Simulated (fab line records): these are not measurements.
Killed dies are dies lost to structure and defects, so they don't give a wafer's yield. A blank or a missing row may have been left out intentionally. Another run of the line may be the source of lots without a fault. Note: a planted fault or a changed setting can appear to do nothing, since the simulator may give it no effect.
fab line records / flow sky130 / part 2 of 2: steps 25 to 31 of 31
[record] lots = 5 wafers = 15 last_day = 49
route steps=708 shown METAL2@494 VIA2@507
lots untouched by any fault: they come from a run of this same line in which no faults occurred
start_h: start of the lot's first displayed wafer, in hours after the record's first day / wait_h: hours from the lot's prior step to this one / " same as the row above / L1.1+2: a single row standing in for several wafers / - either no value or no given start / * or withheld: withheld / < > ~ a bound
route shown NAME@n: a module of which the file shows steps, and the number in the route of the first / usual: mean/standard deviation taken from wafers without a fault / same: alike in all rows / chamber/n: place in a boat / sites: the reading at each site / _std_site: their standard deviation / _edge_site: inner sites' mean taken away from outer sites' mean / radius_mm: for every site, how far away it sits from the centre of the wafer / mask NAME#n: copy n / behind: tool/chamber where the wafer was last shaped / hold: cause of the lot's hold/its duration in hours/its outcome / device: whichever transistor did not switch (one of n, p or np) / end of line: the route-end tests of the same wafers / step lacking rows: just its recipe / killed: count of dies lost to structure and defects at first sort (not the wafer's yield) / map: a wafer's dies, marking killed ones x, the rest . and places with no die _
set.NAME: the setting that was run; set.NAME@STEP: the one run at that earlier step / model.NAME: the simulator's own value behind a step, which no gauge read
lots seen at some steps along the route; tables by step, rows by wafer
services: when a tool's chamber went out of use (start_h, in hours from the record's first day, below 0 if earlier), for how many hours, and the reason
[[steps]]
[step SKY_VIA2_DEVELOP_11]
[recipe] develop_time_s = 60 resist = KrF-thick dev_temp_c = 21
[usual] exhaust_pa = 45.1/0.86
lot.wafer=L079.1 tool=litho_track-03 chamber=0 start_h=- wait_h=- exhaust_pa=44.3
lot.wafer=L079.3 tool=litho_track-03 chamber=0 start_h=- wait_h=- exhaust_pa=45.0
lot.wafer=L079.4 tool=litho_track-03 chamber=0 start_h=- wait_h=- exhaust_pa=44.6
lot.wafer=L082.1 tool=litho_track-02 chamber=0 start_h=- wait_h=- exhaust_pa=45.3
lot.wafer=L082.2 tool=litho_track-02 chamber=0 start_h=- wait_h=- exhaust_pa=46.4
lot.wafer=L082.3 tool=litho_track-02 chamber=0 start_h=- wait_h=- exhaust_pa=45.5
lot.wafer=L090.2 tool=litho_track-02 chamber=0 start_h=- wait_h=- exhaust_pa=44.5
lot.wafer=L090.4 tool=litho_track-02 chamber=0 start_h=- wait_h=- exhaust_pa=46.7
lot.wafer=L090.6 tool=litho_track-02 chamber=0 start_h=- wait_h=- exhaust_pa=44.5
lot.wafer=L091.1 tool=litho_track-04 chamber=0 start_h=- wait_h=- exhaust_pa=44.3
lot.wafer=L091.2 tool=litho_track-04 chamber=0 start_h=- wait_h=- exhaust_pa=45.4
lot.wafer=L091.6 tool=litho_track-04 chamber=0 start_h=- wait_h=- exhaust_pa=44.9
lot.wafer=L092.1 tool=litho_track-04 chamber=0 start_h=- wait_h=- exhaust_pa=44.4
lot.wafer=L092.2 tool=litho_track-04 chamber=0 start_h=- wait_h=- exhaust_pa=45.5
lot.wafer=L092.6 tool=litho_track-04 chamber=0 start_h=- wait_h=- exhaust_pa=44.3
[step SKY_VIA2_CD_MEAS_12]
[recipe] target_cd_nm = 200
[usual] cd_nm = 200.1/1.4
lot.wafer=L079.1 tool=cd_sem-02 chamber=- start_h=894.20 wait_h=- cd_nm=199.6
lot.wafer=L079.3 tool=cd_sem-02 chamber=- start_h=894.20 wait_h=- cd_nm=200.3
lot.wafer=L079.4 tool=cd_sem-02 chamber=- start_h=894.20 wait_h=- cd_nm=200.0
lot.wafer=L082.1 tool=cd_sem-02 chamber=- start_h=913.94 wait_h=- cd_nm=197.7
lot.wafer=L082.2 tool=cd_sem-02 chamber=- start_h=913.94 wait_h=- cd_nm=198.8
lot.wafer=L082.3 tool=cd_sem-02 chamber=- start_h=913.94 wait_h=- cd_nm=198.5
lot.wafer=L090.2 tool=cd_sem-02 chamber=- start_h=966.26 wait_h=- cd_nm=198.4
lot.wafer=L090.4 tool=cd_sem-02 chamber=- start_h=966.26 wait_h=- cd_nm=199.1
lot.wafer=L090.6 tool=cd_sem-02 chamber=- start_h=966.26 wait_h=- cd_nm=198.7
lot.wafer=L091.1 tool=cd_sem-02 chamber=- start_h=971.53 wait_h=- cd_nm=198.6
lot.wafer=L091.2 tool=cd_sem-02 chamber=- start_h=971.53 wait_h=- cd_nm=199.2
lot.wafer=L091.6 tool=cd_sem-02 chamber=- start_h=971.53 wait_h=- cd_nm=198.9
lot.wafer=L092.1 tool=cd_sem-02 chamber=- start_h=984.08 wait_h=- cd_nm=199.8
lot.wafer=L092.2 tool=cd_sem-02 chamber=- start_h=984.08 wait_h=- cd_nm=200.1
lot.wafer=L092.6 tool=cd_sem-02 chamber=- start_h=984.08 wait_h=- cd_nm=200.5
[step SKY_VIA2_OVL_MEAS_13]
[usual] VIA2_OVL = -2/5.4
lot.wafer=L079.1 tool=overlay-02 chamber=- start_h=894.32 wait_h=0.1 VIA2_OVL[nm]=4
lot.wafer=L079.3 tool=overlay-02 chamber=- start_h=894.32 wait_h=0.1 VIA2_OVL[nm]=0
lot.wafer=L079.4 tool=overlay-02 chamber=- start_h=894.32 wait_h=0.1 VIA2_OVL[nm]=-1
lot.wafer=L082.1 tool=overlay-02 chamber=- start_h=914.06 wait_h=0.1 VIA2_OVL[nm]=-9
lot.wafer=L082.2 tool=overlay-02 chamber=- start_h=914.06 wait_h=0.1 VIA2_OVL[nm]=-2
lot.wafer=L082.3 tool=overlay-02 chamber=- start_h=914.06 wait_h=0.1 VIA2_OVL[nm]=-5
lot.wafer=L090.2 tool=overlay-02 chamber=- start_h=966.37 wait_h=0.1 VIA2_OVL[nm]=-3
lot.wafer=L090.4 tool=overlay-02 chamber=- start_h=966.37 wait_h=0.1 VIA2_OVL[nm]=-8
lot.wafer=L090.6 tool=overlay-02 chamber=- start_h=966.37 wait_h=0.1 VIA2_OVL[nm]=-4
lot.wafer=L091.1 tool=overlay-02 chamber=- start_h=971.65 wait_h=0.1 VIA2_OVL[nm]=-11
lot.wafer=L091.2 tool=overlay-02 chamber=- start_h=971.65 wait_h=0.1 VIA2_OVL[nm]=-12
lot.wafer=L091.6 tool=overlay-02 chamber=- start_h=971.65 wait_h=0.1 VIA2_OVL[nm]=-7
lot.wafer=L092.1 tool=overlay-01 chamber=- start_h=984.20 wait_h=0.1 VIA2_OVL[nm]=3
lot.wafer=L092.2 tool=overlay-01 chamber=- start_h=984.20 wait_h=0.1 VIA2_OVL[nm]=9
lot.wafer=L092.6 tool=overlay-01 chamber=- start_h=984.20 wait_h=0.1 VIA2_OVL[nm]=7
[step SKY_VIA2_ETCH_14]
[recipe] chemistry = N2/H2 target = BARC ion_energy_ev = 200 source_w = 500 bias_w = 100 pressure_mtorr = 30 n2_flow_sccm = 100 h2_flow_sccm = 200 stop_on = SiO2 time_s = 45.9 target_depth_a = 600
[usual] chamber_pressure_mTorr = 30.001/0.027 drypump_motor_current_A = 5.6/0.57 h2_flow_sccm = 199.9/0.6 n2_flow_sccm = 100.0/0.31 oes_product_au = 0.854/0.0042 throttle_valve_pct = 13.224/0.0089
[same] time_s = 45.9
lot.wafer=L079.1 tool=rie_diel-02 chamber=2 start_h=894.35 wait_h=0.0 chamber_pressure_mTorr=29.993 drypump_motor_current_A=4.7 h2_flow_sccm=200.3 n2_flow_sccm=99.8 oes_product_au=0.848 rf_hours_counter_h=6 throttle_valve_pct=13.221
lot.wafer=L079.3 tool=rie_diel-02 chamber=1 start_h=894.35 wait_h=0.0 chamber_pressure_mTorr=29.983 drypump_motor_current_A=5.5 h2_flow_sccm=199.8 n2_flow_sccm=99.7 oes_product_au=0.854 rf_hours_counter_h=9 throttle_valve_pct=13.219
lot.wafer=L079.4 tool=rie_diel-02 chamber=3 start_h=894.35 wait_h=0.0 chamber_pressure_mTorr=29.959 drypump_motor_current_A=6.2 h2_flow_sccm=199.3 n2_flow_sccm=100.1 oes_product_au=0.861 rf_hours_counter_h=15 throttle_valve_pct=13.221
lot.wafer=L082.1 tool=rie_diel-02 chamber=3 start_h=914.10 wait_h=0.0 chamber_pressure_mTorr=30.000 drypump_motor_current_A=6.2 h2_flow_sccm=199.7 n2_flow_sccm=99.8 oes_product_au=0.861 rf_hours_counter_h=16 throttle_valve_pct=13.221
lot.wafer=L082.2 tool=rie_diel-02 chamber=1 start_h=914.10 wait_h=0.0 chamber_pressure_mTorr=30.011 drypump_motor_current_A=5.5 h2_flow_sccm=198.8 n2_flow_sccm=99.7 oes_product_au=0.848 rf_hours_counter_h=10 throttle_valve_pct=13.212
lot.wafer=L082.3 tool=rie_diel-02 chamber=2 start_h=914.10 wait_h=0.0 chamber_pressure_mTorr=29.989 drypump_motor_current_A=4.7 h2_flow_sccm=199.9 n2_flow_sccm=100.2 oes_product_au=0.858 rf_hours_counter_h=6 throttle_valve_pct=13.226
lot.wafer=L090.2 tool=rie_diel-03 chamber=3 start_h=966.40 wait_h=0.0 chamber_pressure_mTorr=29.988 drypump_motor_current_A=5.5 h2_flow_sccm=200.5 n2_flow_sccm=100.2 oes_product_au=0.853 rf_hours_counter_h=21 throttle_valve_pct=13.216
lot.wafer=L090.4 tool=rie_diel-03 chamber=0 start_h=966.40 wait_h=0.0 chamber_pressure_mTorr=29.981 drypump_motor_current_A=4.7 h2_flow_sccm=200.5 n2_flow_sccm=100.0 oes_product_au=0.856 rf_hours_counter_h=- throttle_valve_pct=13.211
lot.wafer=L090.6 tool=rie_diel-03 chamber=3 start_h=966.40 wait_h=0.0 chamber_pressure_mTorr=30.016 drypump_motor_current_A=5.5 h2_flow_sccm=199.5 n2_flow_sccm=99.7 oes_product_au=0.863 rf_hours_counter_h=- throttle_valve_pct=13.229
lot.wafer=L091.1 tool=rie_diel-02 chamber=0 start_h=971.69 wait_h=0.0 chamber_pressure_mTorr=29.996 drypump_motor_current_A=5.6 h2_flow_sccm=200.2 n2_flow_sccm=99.9 oes_product_au=0.853 rf_hours_counter_h=19 throttle_valve_pct=13.218
lot.wafer=L091.2 tool=rie_diel-02 chamber=1 start_h=971.69 wait_h=0.0 chamber_pressure_mTorr=29.962 drypump_motor_current_A=5.5 h2_flow_sccm=199.9 n2_flow_sccm=100.4 oes_product_au=0.853 rf_hours_counter_h=11 throttle_valve_pct=13.222
lot.wafer=L091.6 tool=rie_diel-02 chamber=1 start_h=971.69 wait_h=0.0 chamber_pressure_mTorr=29.972 drypump_motor_current_A=5.5 h2_flow_sccm=200.6 n2_flow_sccm=99.6 oes_product_au=0.856 rf_hours_counter_h=- throttle_valve_pct=13.217
lot.wafer=L092.1 tool=rie_diel-03 chamber=3 start_h=984.24 wait_h=0.0 chamber_pressure_mTorr=29.993 drypump_motor_current_A=5.5 h2_flow_sccm=200.3 n2_flow_sccm=99.2 oes_product_au=0.850 rf_hours_counter_h=22 throttle_valve_pct=13.219
lot.wafer=L092.2 tool=rie_diel-03 chamber=1 start_h=984.24 wait_h=0.0 chamber_pressure_mTorr=30.040 drypump_motor_current_A=6.0 h2_flow_sccm=199.7 n2_flow_sccm=99.6 oes_product_au=0.856 rf_hours_counter_h=18 throttle_valve_pct=13.218
lot.wafer=L092.6 tool=rie_diel-03 chamber=1 start_h=984.24 wait_h=0.0 chamber_pressure_mTorr=30.032 drypump_motor_current_A=6.0 h2_flow_sccm=199.7 n2_flow_sccm=99.7 oes_product_au=0.855 rf_hours_counter_h=- throttle_valve_pct=13.216
[step SKY_VIA2_ETCH_15]
[recipe] target = SiO2 chemistry = C4F8/O2/Ar target_depth_nm = 546 stop_on = TiN mask_material = KrF-thick source_w = 1500 bias_w = 1200 pressure_mtorr = 40 c4f8_flow_sccm = withheld O2_flow_sccm = 6 Ar_flow_sccm = 300 time_s = 84
[usual] chamber_pressure_mTorr = 40.00/0.034 oes_product_au = 0.941/0.0049
[same] time_s = 84
lot.wafer=L079.1 tool=rie_diel-02 chamber=2 start_h=894.40 wait_h=0.0 chamber_pressure_mTorr=40.02 oes_product_au=0.935 rf_hours_counter_h=6
lot.wafer=L079.3 tool=rie_diel-02 chamber=1 start_h=894.40 wait_h=0.0 chamber_pressure_mTorr=40.04 oes_product_au=0.937 rf_hours_counter_h=9
lot.wafer=L079.4 tool=rie_diel-02 chamber=3 start_h=894.40 wait_h=0.0 chamber_pressure_mTorr=40.00 oes_product_au=0.941 rf_hours_counter_h=15
lot.wafer=L082.1 tool=rie_diel-02 chamber=3 start_h=914.14 wait_h=0.0 chamber_pressure_mTorr=39.99 oes_product_au=0.936 rf_hours_counter_h=16
lot.wafer=L082.2 tool=rie_diel-02 chamber=1 start_h=914.14 wait_h=0.0 chamber_pressure_mTorr=40.04 oes_product_au=0.945 rf_hours_counter_h=10
lot.wafer=L082.3 tool=rie_diel-02 chamber=2 start_h=914.14 wait_h=0.0 chamber_pressure_mTorr=40.00 oes_product_au=0.938 rf_hours_counter_h=6
lot.wafer=L090.2 tool=rie_diel-03 chamber=3 start_h=966.44 wait_h=0.0 chamber_pressure_mTorr=39.95 oes_product_au=0.944 rf_hours_counter_h=21
lot.wafer=L090.4 tool=rie_diel-03 chamber=0 start_h=966.44 wait_h=0.0 chamber_pressure_mTorr=39.97 oes_product_au=0.931 rf_hours_counter_h=-
lot.wafer=L090.6 tool=rie_diel-03 chamber=3 start_h=966.44 wait_h=0.0 chamber_pressure_mTorr=39.99 oes_product_au=0.946 rf_hours_counter_h=-
lot.wafer=L091.1 tool=rie_diel-02 chamber=0 start_h=971.73 wait_h=0.0 chamber_pressure_mTorr=39.95 oes_product_au=0.936 rf_hours_counter_h=19
lot.wafer=L091.2 tool=rie_diel-02 chamber=1 start_h=971.73 wait_h=0.0 chamber_pressure_mTorr=39.97 oes_product_au=0.950 rf_hours_counter_h=11
lot.wafer=L091.6 tool=rie_diel-02 chamber=1 start_h=971.73 wait_h=0.0 chamber_pressure_mTorr=39.98 oes_product_au=0.943 rf_hours_counter_h=-
lot.wafer=L092.1 tool=rie_diel-03 chamber=3 start_h=984.28 wait_h=0.0 chamber_pressure_mTorr=40.03 oes_product_au=0.937 rf_hours_counter_h=22
lot.wafer=L092.2 tool=rie_diel-03 chamber=1 start_h=984.28 wait_h=0.0 chamber_pressure_mTorr=40.01 oes_product_au=0.943 rf_hours_counter_h=18
lot.wafer=L092.6 tool=rie_diel-03 chamber=1 start_h=984.28 wait_h=0.0 chamber_pressure_mTorr=40.01 oes_product_au=0.942 rf_hours_counter_h=-
[step SKY_VIA2_STRIP_16]
[recipe] chemistry = O2/N2 power_w = 1400 pressure_mtorr = 1500 platen_temp_c = withheld o2_flow_sccm = 3000 n2_flow_sccm = 300 overash_fraction = 0.5
[usual] chamber_pressure_mTorr = 1500.1/1.4 drypump_motor_current_A = 5.6/0.42 n2_flow_sccm = 300.0/0.83 oes_product_au = 0.398/0.0044 strip_time_to_endpoint_s = 4.03/0.034
[same] overash_fraction = 0.5
lot.wafer=L079.1 tool=plasma_asher-02 chamber=1 start_h=894.46 wait_h=0.0 chamber_pressure_mTorr=1499.2 drypump_motor_current_A=5.5 n2_flow_sccm=300.0 oes_product_au=0.395 rf_hours_counter_h=16 strip_time_to_endpoint_s=4.07
lot.wafer=L079.3 tool=plasma_asher-02 chamber=1 start_h=894.46 wait_h=0.0 chamber_pressure_mTorr=1500.4 drypump_motor_current_A=5.5 n2_flow_sccm=299.3 oes_product_au=0.399 rf_hours_counter_h=- strip_time_to_endpoint_s=4.08
lot.wafer=L079.4 tool=plasma_asher-02 chamber=0 start_h=894.46 wait_h=0.0 chamber_pressure_mTorr=1499.2 drypump_motor_current_A=5.7 n2_flow_sccm=299.9 oes_product_au=0.399 rf_hours_counter_h=- strip_time_to_endpoint_s=4.09
lot.wafer=L082.1 tool=plasma_asher-01 chamber=1 start_h=914.20 wait_h=0.0 chamber_pressure_mTorr=1498.8 drypump_motor_current_A=6.0 n2_flow_sccm=300.8 oes_product_au=0.399 rf_hours_counter_h=48 strip_time_to_endpoint_s=4.03
lot.wafer=L082.2 tool=plasma_asher-01 chamber=0 start_h=914.20 wait_h=0.0 chamber_pressure_mTorr=1497.6 drypump_motor_current_A=5.9 n2_flow_sccm=299.9 oes_product_au=0.395 rf_hours_counter_h=48 strip_time_to_endpoint_s=4.06
lot.wafer=L082.3 tool=plasma_asher-01 chamber=0 start_h=914.20 wait_h=0.0 chamber_pressure_mTorr=1499.1 drypump_motor_current_A=5.9 n2_flow_sccm=300.2 oes_product_au=0.391 rf_hours_counter_h=- strip_time_to_endpoint_s=4.03
lot.wafer=L090.2 tool=plasma_asher-01 chamber=1 start_h=966.50 wait_h=0.0 chamber_pressure_mTorr=1499.3 drypump_motor_current_A=6.0 n2_flow_sccm=299.9 oes_product_au=0.396 rf_hours_counter_h=54 strip_time_to_endpoint_s=4.04
lot.wafer=L090.4 tool=plasma_asher-01 chamber=0 start_h=966.50 wait_h=0.0 chamber_pressure_mTorr=1500.5 drypump_motor_current_A=6.0 n2_flow_sccm=300.5 oes_product_au=0.393 rf_hours_counter_h=- strip_time_to_endpoint_s=4.02
lot.wafer=L090.6 tool=plasma_asher-01 chamber=1 start_h=966.50 wait_h=0.0 chamber_pressure_mTorr=1498.5 drypump_motor_current_A=5.9 n2_flow_sccm=299.6 oes_product_au=0.394 rf_hours_counter_h=- strip_time_to_endpoint_s=4.00
lot.wafer=L091.1 tool=plasma_asher-01 chamber=1 start_h=971.79 wait_h=0.0 chamber_pressure_mTorr=1501.2 drypump_motor_current_A=6.0 n2_flow_sccm=300.0 oes_product_au=0.396 rf_hours_counter_h=54 strip_time_to_endpoint_s=3.99
lot.wafer=L091.2 tool=plasma_asher-01 chamber=0 start_h=971.79 wait_h=0.0 chamber_pressure_mTorr=1502.3 drypump_motor_current_A=5.9 n2_flow_sccm=300.0 oes_product_au=0.397 rf_hours_counter_h=54 strip_time_to_endpoint_s=4.09
lot.wafer=L091.6 tool=plasma_asher-01 chamber=1 start_h=971.79 wait_h=0.0 chamber_pressure_mTorr=1497.1 drypump_motor_current_A=5.9 n2_flow_sccm=299.7 oes_product_au=0.402 rf_hours_counter_h=- strip_time_to_endpoint_s=4.08
lot.wafer=L092.1 tool=plasma_asher-03 chamber=1 start_h=984.34 wait_h=0.0 chamber_pressure_mTorr=1500.1 drypump_motor_current_A=5.2 n2_flow_sccm=300.8 oes_product_au=0.394 rf_hours_counter_h=115 strip_time_to_endpoint_s=4.03
lot.wafer=L092.2 tool=plasma_asher-03 chamber=0 start_h=984.34 wait_h=0.0 chamber_pressure_mTorr=1505.2 drypump_motor_current_A=4.9 n2_flow_sccm=300.7 oes_product_au=0.397 rf_hours_counter_h=115 strip_time_to_endpoint_s=4.00
lot.wafer=L092.6 tool=plasma_asher-03 chamber=1 start_h=984.34 wait_h=0.0 chamber_pressure_mTorr=1502.3 drypump_motor_current_A=5.2 n2_flow_sccm=300.1 oes_product_au=0.394 rf_hours_counter_h=- strip_time_to_endpoint_s=4.01
[step SKY_VIA2_STRIP_17]
[recipe] chemistry = post_etch_residue_remover time_s = 1200 temp_c = 72.5
[usual] temp_c = 72.49/0.12
[same] time_s = 1200
lot.wafer=L079.1 tool=wet_bench-03 chamber=0 start_h=894.56 wait_h=0.1 temp_c=72.44
lot.wafer=L079.3 tool=wet_bench-03 chamber=0 start_h=894.56 wait_h=0.1 temp_c=72.46
lot.wafer=L079.4 tool=wet_bench-03 chamber=0 start_h=894.56 wait_h=0.1 temp_c=72.56
lot.wafer=L082.1 tool=wet_bench-01 chamber=1 start_h=914.30 wait_h=0.1 temp_c=72.51
lot.wafer=L082.2 tool=wet_bench-01 chamber=1 start_h=914.30 wait_h=0.1 temp_c=72.51
lot.wafer=L082.3 tool=wet_bench-01 chamber=1 start_h=914.30 wait_h=0.1 temp_c=72.62
lot.wafer=L090.2 tool=wet_bench-02 chamber=2 start_h=966.60 wait_h=0.1 temp_c=72.37
lot.wafer=L090.4 tool=wet_bench-02 chamber=2 start_h=966.60 wait_h=0.1 temp_c=72.48
lot.wafer=L090.6 tool=wet_bench-02 chamber=2 start_h=966.60 wait_h=0.1 temp_c=72.48
lot.wafer=L091.1 tool=wet_bench-01 chamber=1 start_h=971.89 wait_h=0.1 temp_c=72.34
lot.wafer=L091.2 tool=wet_bench-01 chamber=1 start_h=971.89 wait_h=0.1 temp_c=72.61
lot.wafer=L091.6 tool=wet_bench-01 chamber=1 start_h=971.89 wait_h=0.1 temp_c=72.49
lot.wafer=L092.1 tool=wet_bench-03 chamber=2 start_h=984.44 wait_h=0.1 temp_c=72.20
lot.wafer=L092.2 tool=wet_bench-03 chamber=2 start_h=984.44 wait_h=0.1 temp_c=72.45
lot.wafer=L092.6 tool=wet_bench-03 chamber=2 start_h=984.44 wait_h=0.1 temp_c=72.33
[[services]]
tool=cmp-02 chamber=- start_h=830.92 hours=0.2 kind=repair
tool=cmp-02 chamber=- start_h=840.00 hours=6.9 kind=pm
tool=krf_scanner-01 chamber=- start_h=843.17 hours=1.0 kind=pm
tool=krf_scanner-01 chamber=- start_h=855.80 hours=0.8 kind=pm
tool=cmp-02 chamber=- start_h=858.30 hours=3.0 kind=pm
tool=krf_scanner-02 chamber=- start_h=863.75 hours=0.8 kind=pm
tool=rie_diel-03 chamber=0 start_h=863.99 hours=7.5 kind=repair
tool=rie_diel-03 chamber=2 start_h=878.40 hours=2.6 kind=repair
tool=cmp-02 chamber=- start_h=878.64 hours=1.5 kind=repair
tool=wet_bench-01 chamber=- start_h=880.95 hours=1.9 kind=pm
tool=rie_metal-02 chamber=- start_h=887.28 hours=1.4 kind=pm
tool=rie_diel-03 chamber=0 start_h=909.05 hours=11.0 kind=repair
tool=krf_scanner-02 chamber=- start_h=909.21 hours=1.0 kind=pm
tool=cmp-02 chamber=- start_h=912.38 hours=4.0 kind=pm
tool=krf_scanner-02 chamber=- start_h=914.93 hours=1.3 kind=pm
tool=krf_scanner-02 chamber=- start_h=927.87 hours=9.3 kind=repair
tool=cmp-02 chamber=- start_h=927.96 hours=0.9 kind=repair
tool=rie_diel-03 chamber=2 start_h=933.68 hours=50.7 kind=repair
tool=rie_diel-02 chamber=1 start_h=951.80 hours=3.0 kind=repair
tool=plasma_asher-01 chamber=- start_h=952.64 hours=4.1 kind=repair
tool=krf_scanner-01 chamber=- start_h=955.97 hours=1.3 kind=pm
tool=krf_scanner-01 chamber=- start_h=965.38 hours=4.4 kind=pm
tool=krf_scanner-01 chamber=- start_h=972.41 hours=6.8 kind=repair
tool=krf_scanner-01 chamber=- start_h=972.73 hours=0.4 kind=repair
